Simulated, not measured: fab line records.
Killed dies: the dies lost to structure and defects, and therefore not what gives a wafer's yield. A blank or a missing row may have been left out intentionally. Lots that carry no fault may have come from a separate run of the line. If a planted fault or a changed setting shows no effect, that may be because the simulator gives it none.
Which tool was responsible? ; flow gf180mcu ; 36 wafers from 12 lots sampled at 2 of the route's 602 steps

## WHAT THE GAUGES SHOWED, per wafer
GF_MVPSD_OVL_MEAS_07.
lot;measured;on;MVPSD_OVL (nm)
L075;day 5 06:44;overlay-01;0.5 -0.2 1.1
L077;day 5 19:29;overlay-02;0.6 0.0 0.4
L079;day 6 07:06;overlay-01;1.5 -0.1 0.0
L081;day 6 17:59;overlay-01;-2.0 -2.1 -0.6
L083;day 7 08:34;overlay-01;1.7 0.9 0.1
L085;day 7 20:11;overlay-02;1.0 0.5 -0.2
L087;day 8 06:46;overlay-02;1.5 0.6 0.6
L089;day 8 19:53;overlay-02;2.9 0.7 0.6
L091;day 9 06:15;overlay-02;-0.6 0.5 -1.3
L093;day 9 20:40;overlay-01;-2.4 -3.0 -4.0
L095;day 10 07:29;overlay-01;-0.5 1.0 -1.8
L097;day 10 18:20;overlay-02;-0.9 0.5 -1.7

## WHAT TOOL EACH LOT RAN ON (gives the tool, then ch and the chambers of the sampled wafers, and finally the start)
lot;GF_MVSD_STRIP_10
L075;plasma asher-03 ch 0,1, day 4 16:20
L077;plasma asher-01 ch 0,1, day 5 04:35
L079;plasma asher-04 ch 0,1, day 5 15:46
L081;plasma asher-04 ch 0,1, day 6 03:02
L083;plasma asher-04 ch 0,1, day 6 16:26
L085;plasma asher-01 ch 0,1, day 7 03:52
L087;plasma asher-03 ch 0,1, day 7 14:49
L089;plasma asher-04 ch 0,1, day 8 03:23
L091;plasma asher-04 ch 0, day 8 13:08
L093;plasma asher-01 ch 0,1, day 9 02:49
L095;plasma asher-04 ch 0,1, day 9 14:17
L097;plasma asher-04 ch 0,1, day 10 00:20
- GF_MVSD_STRIP_10: strips in O2/N2.

## THE ANSWER, worked out from the rows above alone
Rule: what is usual is taken from the lots themselves. Put in order of their means at a reading, lots are off if they are a third of the lots or fewer, leave a main group of 4 or more, and stand apart from it by a gap of 3 or more times the standard deviation of the main group's means; of several such gaps the widest counts. Not used: any main group whose means are identical at the precision the tables above print for the reading. Also off: a lot with no number at a reading for which 4 or more lots have one. Where the step has rows for the other lots, those lots are counted as sound.
No lot is off at any reading shown: from this, nothing can be told.

## WHAT WAS PUT IN BY THE SIMULATOR
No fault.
